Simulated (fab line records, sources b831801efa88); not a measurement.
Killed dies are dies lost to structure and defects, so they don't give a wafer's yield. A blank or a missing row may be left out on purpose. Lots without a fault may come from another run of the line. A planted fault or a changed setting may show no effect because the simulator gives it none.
fab line records | flow sfq_line
record lots=7 wafers=21 last_day=82
route steps=325 shown M3@132 I3@133
lots that met no fault: from a run of the same line without faults
start_h: hours from the record's first day to the start of the lot's first wafer shown | wait_h: hours since the lot's step before | " the same as in the row above | L1.1+2: a row that stands for several wafers | - no value, or no start given | * or withheld: withheld | < > ~ a bound
route shown NAME@n: a module of which the file shows steps, and the number in the route of the first | usual: mean/standard deviation of fault-free wafers | same: alike in all rows | chamber/n: place in a boat | sites: the reading at each site | _std_site: their standard deviation | _edge_site: outer sites' mean less inner sites' | radius_mm: how far each site lies from the wafer's centre | mask NAME#n: copy n | behind: the tool/chamber that last shaped the wafer | hold: why the lot was held/for how many hours/how that ended | device: the transistor (n, p or np) that didn't switch | end of line: the same wafers' tests at the end of the route | a step without rows: its recipe alone | killed: dies lost to structure and defects at the first sort, not the wafer's yield | map: a wafer's dies, x killed, . not, _ none there
set.NAME: the setting as run; set.NAME@STEP: as run at that earlier step | model.NAME: the simulator's own value behind a step, which no gauge read
lots at some steps of the route; a table a step, a row a wafer
services: from which hour (start_h, from the record's first day; less than 0 if before it) a tool's chamber was out of use, for how many hours, and why
## steps
# step SFQ_TRILAYER_M3_STRIP_SOLV_CLEAN_080
# recipe chemistry=NMP temp_c=70 time_s=600
# step SFQ_TRILAYER_I3_DEP_PECVD_081
# recipe material=SiO2 temp_c=150 time_s=111.11 pressure_torr=2.4 rf_w=183.3 precursor=SiH4/N2O target_thk_nm=500
# usual heater_power_w=83/8.5 throttle_valve_pct=24.2/1.9
# columns lot.wafer tool chamber start_h wait_h heater_power_w throttle_valve_pct
L566.2 pecvd-03 2 879.43 0.0 98 25.3
L566.3 " 1 " " 89 26.3
L566.6 " 2 " " 94 25.3
L570.3 pecvd-04 0 1050.18 0.0 80 22.6
L570.5 " 2 " " 65 23.4
L570.6 " 0 " " 64 22.5
L573.1 pecvd-03 1 1073.77 0.0 96 27.4
L573.5 " 0 " " 81 23.3
L573.6 " 1 " " 85 27.2
L574.1 pecvd-04 0 1075.38 0.0 79 22.5
L574.3 " 2 " " 74 23.7
L574.4 " 2 " " 79 23.8
L578.3 pecvd-02 1 1085.60 0.0 92 21.2
L578.4 " 1 " " 97 21.2
L578.6 " 2 " " 83 23.0
L579.2 pecvd-03 2 1087.38 0.0 92 25.6
L579.5 " 2 " " 92 25.8
L579.6 " 0 " " 73 23.2
L580.1 pecvd-04 2 1091.58 0.0 79 23.6
L580.3 " 2 " " 80 23.6
L580.5 " 2 " " 67 23.6
# step SFQ_TRILAYER_I3_CMP_CMP_082
# recipe material=SiO2 down_force_psi=3 platen_rpm=60 pad_velocity_m_s=0.94248
# usual motor_current_A=9.9/0.94 time_to_endpoint_s=216/7.9
# columns lot.wafer tool chamber start_h wait_h motor_current_A time_to_endpoint_s
L566.2 cmp-02 3 905.53 26.1 9.7 210
L566.3 " 0 " " 10.3 199
L566.6 " 0 908.03 28.5 10.4 211
L570.3 cmp-01 2 1055.02 4.8 10.0 214
L570.5 " 2 1057.02 6.8 10.2 214
L570.6 " 3 " " 11.1 220
L573.1 cmp-01 2 1086.52 12.7 10.3 197
L573.6 " 3 " " 10.9 214
L573.5 " 0 " " 8.9 215
L574.4 cmp-01 0 1088.02 12.6 8.3 224
L574.1 " 1 " " 10.3 207
L574.3 " 3 1089.52 14.1 11.1 208
L578.4 cmp-02 3 1101.06 15.4 9.8 217
L578.3 " 1 1102.06 16.4 8.1 221
L578.6 " 0 1103.56 17.9 11.0 202
L579.2 cmp-01 1 1107.25 19.8 10.4 219
L579.5 " 3 1108.25 20.8 11.0 216
L579.6 " 0 " " 8.6 225
L580.1 cmp-01 0 1110.25 18.6 8.6 225
L580.3 " 1 " " 9.9 224
L580.5 " 2 " " 10.0 202
# step SFQ_I3_BOW_MEAS_922
# recipe mode=bow
# usual I3_BOW=4/9
# columns lot.wafer tool chamber start_h wait_h I3_BOW[um]
L566.2 film_metro-01 - 908.55 2.5 -10
L566.3 " - " " -7
L566.6 " - " " 5
L570.3 film_metro-01 - 1058.06 2.5 1
L570.5 " - " " -2
L570.6 " - " " -4
L573.1 film_metro-02 - 1088.02 1.0 11
L573.5 " - " " 2
L573.6 " - " " -2
L574.1 film_metro-04 - 1091.02 2.0 8
L574.3 " - " " 9
L574.4 " - " " 8
L578.3 film_metro-02 - 1104.10 1.5 -10
L578.4 " - " " -17
L578.6 " - " " -5
L579.2 film_metro-01 - 1109.27 1.5 12
L579.5 " - " " 10
L579.6 " - " " 12
L580.1 film_metro-01 - 1112.25 1.5 -12
L580.3 " - " " -8
L580.5 " - " " -5
# step SFQ_TRILAYER_I3_METRO_MEASURE_083
# usual thk_nm=199.8/1.3
# columns lot.wafer tool chamber start_h wait_h thk_nm
L566.2 film_metro-01 - 908.85 0.3 200.2
L566.3 " - " " 198.6
L566.6 " - " " 197.5
L570.3 film_metro-01 - 1058.54 0.5 199.1
L570.5 " - " " 198.9
L570.6 " - " " 200.7
L573.1 film_metro-02 - 1088.14 0.1 197.4
L573.5 " - " " 200.8
L573.6 " - " " 198.7
L574.1 film_metro-04 - 1091.14 0.1 199.2
L574.3 " - " " 198.8
L574.4 " - " " 200.1
L578.3 film_metro-02 - 1104.58 0.5 201.5
L578.4 " - " " 200.1
L578.6 " - " " 198.7
L579.2 film_metro-01 - 1109.57 0.3 198.6
L579.5 " - " " 198.3
L579.6 " - " " 198.3
L580.1 film_metro-01 - 1112.37 0.1 200.5
L580.3 " - " " 198.6
L580.5 " - " " 198.6
# step SFQ_TRILAYER_I3_VIA_LITHO_COAT_090
# recipe resist=BARC spin_rpm=3000 resist_thk_nm=62
# step SFQ_TRILAYER_I3_VIA_LITHO_COAT_085
# recipe resist=KrF spin_rpm=3000 resist_thk_nm=650
# step SFQ_TRILAYER_I3_VIA_LITHO_SOFTBAKE_089
# recipe temp_c=withheld time_s=withheld resist=KrF
# step SFQ_TRILAYER_I3_VIA_LITHO_EXPOSE_086
# recipe mask_id=I3 na=0.6 source_shape=conventional sigma_outer=0.65 target_cd_nm=500 dose_mj=21.3
# step SFQ_TRILAYER_I3_VIA_LITHO_PEB_088
# recipe peb_temp_c=115 peb_time_s=60 resist=KrF
# step SFQ_TRILAYER_I3_VIA_LITHO_DEVELOP_087
# recipe time_s=60 resist=KrF
# step SFQ_I3_OVL_MEAS_923
# usual I3_OVL=-4/5.3
# columns lot.wafer tool chamber start_h wait_h I3_OVL[nm]
L566.2 overlay-01 - 1031.28 0.1 -4
L566.3 " - " " 2
L566.6 " - " " -6
L570.3 overlay-02 - 1164.66 0.1 -4
L570.5 " - " " -3
L570.6 " - " " -3
L573.1 overlay-02 - 1193.00 0.1 0
L573.5 " - " " 0
L573.6 " - " " -4
L574.1 overlay-02 - 1195.40 0.1 -7
L574.3 " - " " -3
L574.4 " - " " 1
L578.3 overlay-02 - 1206.21 0.1 -9
L578.4 " - " " -4
L578.6 " - " " -9
L579.2 overlay-01 - 1217.23 0.1 -4
L579.5 " - " " 4
L579.6 " - " " -3
L580.1 overlay-02 - 1223.22 0.1 -8
L580.3 " - " " -5
L580.5 " - " " -11
# step SFQ_TRILAYER_I3_VIA_BARC_OPEN_VIA_ETCH_121
# recipe mask_material=PR chemistry=O2 target_depth_nm=125 target=BARC source_w=500 bias_w=80 pressure_mtorr=30 time_s=41.7
# usual drypump_motor_current_A=6.0/0.52 oes_product_au=0.686/0.0047 run_length_s=69.8/0.4 time_s=41.7/0
# columns lot.wafer tool chamber start_h wait_h drypump_motor_current_A oes_product_au rf_hours_counter_h run_length_s time_s model.KrF_of_TRILAYER_I3_VIA_LITHO_COAT_085.thk_nm
L566.2 rie_diel-03 3 1031.31 0.0 6.2 0.681 7 70.4 41.7 574.3
L566.3 " 2 " " 6.3 0.684 7 69.6 41.7 577.6
L566.6 " 3 " " 6.3 0.681 - 70.0 41.7 571.5
L570.3 rie_diel-04 1 1164.69 0.0 6.7 0.686 1 69.6 41.7 572.8
L570.5 " 2 " " 5.6 0.690 - 69.9 41.7 572.8
L570.6 " 3 " " 5.9 0.687 - 69.5 41.7 572.9
L573.1 rie_diel-03 3 1193.04 0.0 6.2 0.685 11 69.8 41.7 573.2
L573.5 " 3 " " 6.2 0.683 - 70.3 41.7 573.6
L573.6 " 0 " " 5.7 0.682 - 70.3 41.7 572.3
L574.1 rie_diel-03 2 1195.44 0.0 6.3 0.678 11 69.8 41.7 577.2
L574.3 " 0 " " 5.8 0.688 18 70.3 41.7 573.7
L574.4 " 2 " " 6.3 0.688 - 70.0 41.7 576.3
L578.3 rie_diel-02 3 1206.24 0.0 6.3 0.816 10 61.2 29.19 589.8
L578.4 " 2 " " 6.4 0.818 10 60.0 29.19 590.5
L578.6 " 1 " " 5.0 0.828 - 59.8 29.19 592.1
L579.2 rie_diel-02 1 1217.26 0.0 5.0 0.816 15 60.5 29.19 590.8
L579.5 " 0 " " 6.1 0.828 - 60.2 29.19 587.7
L579.6 " 1 " " 5.0 0.824 - 59.9 29.19 589.7
L580.1 rie_diel-03 3 1223.26 0.0 6.2 0.809 12 60.7 29.19 590.7
L580.3 " 2 " " 6.3 0.807 - 60.1 29.19 591.1
L580.5 " 3 " " 6.2 0.816 - 60.4 29.19 589.6
# step SFQ_TRILAYER_I3_VIA_ETCH_VIA_ETCH_088
# recipe target=SiO2 stop_on=Nb mask_material=PR taper_deg=20 chemistry=CHF3 target_depth_nm=260 source_w=500 bias_w=80 pressure_mtorr=30 time_s=withheld
# usual drypump_motor_current_A=6.0/0.52 oes_product_au=0.854/0.0053
# columns lot.wafer tool chamber start_h wait_h drypump_motor_current_A oes_product_au model.KrF_of_TRILAYER_I3_VIA_LITHO_COAT_085.thk_nm
L566.2 rie_diel-03 3 1031.35 0.0 6.2 0.860 529
L566.3 " 2 " " 6.3 0.856 533.7
L566.6 " 3 " " 6.2 0.844 526.2
L570.3 rie_diel-04 1 1164.73 0.0 6.6 0.853 528.3
L570.5 " 2 " " 5.6 0.851 528.2
L570.6 " 3 " " 5.9 0.857 528.5
L573.1 rie_diel-03 3 1193.08 0.0 6.2 0.845 528
L573.5 " 3 " " 6.2 0.856 528.3
L573.6 " 0 " " 5.7 0.853 527.9
L574.1 rie_diel-03 2 1195.48 0.0 6.4 0.855 533.1
L574.3 " 0 " " 5.7 0.858 529.4
L574.4 " 2 " " 6.4 0.852 532.1
L578.3 rie_diel-02 3 1206.28 0.0 6.3 0.857 545.9
L578.4 " 2 " " 6.3 0.843 546.8
L578.6 " 1 " " 5.0 0.850 547.7
L579.2 rie_diel-02 1 1217.30 0.0 5.0 0.857 545.9
L579.5 " 0 " " 6.0 0.852 543
L579.6 " 1 " " 5.0 0.848 545.2
L580.1 rie_diel-03 3 1223.32 0.0 6.3 0.864 545.5
L580.3 " 2 " " 6.3 0.855 546.7
L580.5 " 3 " " 6.2 0.853 544.2
# step SFQ_TRILAYER_I3_VIA_STRIP_STRIP_089
# recipe gas=O2 power_w=200 platen_temp_c=40 overash_fraction=0.65 chemistry=O2 pressure_mtorr=50
# usual drypump_motor_current_A=5.7/0.46 oes_product_au=0.999/0.012
# same overash_fraction=0.65
# columns lot.wafer tool chamber start_h wait_h drypump_motor_current_A oes_product_au rf_hours_counter_h
L566.2 rie_metal-03 0 1031.46 - 6.0 1.001 22
L566.3 " 1 " " 6.4 1.005 -
L566.6 " 1 " " 6.3 1.008 -
L570.3 rie_metal-02 0 1165.04 - 5.1 0.989 -
L570.5 " 0 " " 5.1 0.985 -
L570.6 " 1 " " 5.4 0.973 -
L573.1 rie_metal-02 1 1193.19 - 5.4 0.992 99
L573.5 " 1 " " 5.4 0.990 -
L573.6 " 0 " " 5.1 0.986 -
L574.1 rie_metal-02 0 1195.59 - 5.0 0.996 123
L574.3 " 0 " " 5.1 0.995 -
L574.4 " 1 " " 5.4 0.989 -
L578.3 rie_metal-02 1 1206.59 - 5.4 0.987 -
L578.4 " 0 " " 5.1 0.989 -
L578.6 " 1 " " 5.4 1.003 -
L579.2 rie_metal-02 1 1217.41 - 5.4 0.999 102
L579.5 " 0 " " 5.1 0.987 -
L579.6 " 1 " " 5.4 0.995 -
L580.1 rie_metal-01 1 1223.49 - 6.0 1.015 63
L580.3 " 1 " " 6.0 1.014 -
L580.5 " 1 " " 6.0 1.020 -
## services
# columns tool chamber start_h hours kind
rie_diel-03 0 877.21 1.6 repair
rie_diel-02 - 907.18 2.8 pm
rie_diel-02 2 912.21 5.0 repair
cmp-01 - 915.93 4.0 pm
rie_diel-03 - 928.16 1.0 repair
rie_diel-02 3 929.02 2.6 repair
cmp-01 - 936.87 0.8 repair
film_metro-01 - 968.17 4.6 repair
film_metro-01 - 996.04 1.6 pm
rie_metal-02 - 1037.97 0.5 repair
film_metro-01 - 1044.79 0.8 pm
rie_diel-03 2 1069.33 7.4 repair
rie_diel-03 3 1089.02 16.1 repair
rie_diel-03 0 1090.02 2.2 repair
cmp-01 - 1121.25 5.0 pm
rie_diel-03 - 1123.68 0.6 repair
rie_diel-03 3 1125.27 9.4 repair
rie_diel-03 0 1134.12 4.3 repair
rie_diel-03 0 1142.29 6.1 repair
rie_diel-03 0 1164.15 9.3 repair
cmp-01 - 1191.19 3.0 repair
rie_diel-03 1 1191.27 33.9 repair
rie_metal-02 - 1218.57 14.6 pm
rie_diel-03 0 1220.99 9.1 repair
## key
first_sign step=SFQ_TRILAYER_I3_VIA_BARC_OPEN_VIA_ETCH_121 reading=time_s direction=down sigmas=99+ usual=* struck=*
effect step=SFQ_TRILAYER_I3_VIA_BARC_OPEN_VIA_ETCH_121 reading=oes_product_au direction=up sigmas=28 usual=0.686 struck=0.818
model_effect step=SFQ_TRILAYER_I3_VIA_BARC_OPEN_VIA_ETCH_121 value=KrF_of_TRILAYER_I3_VIA_LITHO_COAT_085.thk_nm without=574.8 struck=590.2
model_effect step=SFQ_TRILAYER_I3_VIA_ETCH_VIA_ETCH_088 value=KrF_of_TRILAYER_I3_VIA_LITHO_COAT_085.thk_nm without=530.3 struck=545.7
met_at SFQ_TRILAYER_I3_VIA_BARC_OPEN_VIA_ETCH_121
struck_wafers L578.3,L578.4,L578.6,L579.2,L579.5,L579.6,L580.1,L580.3,L580.5
onset_between 1195.44 1206.24
fault kind=recipe_version_skew tool=rie_diel-02,rie_diel-03,rie_diel-04 chamber=- onset_h=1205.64 steps=SFQ_TRILAYER_I3_VIA_BARC_OPEN_VIA_ETCH_121 wrong_recipe.time_s=*
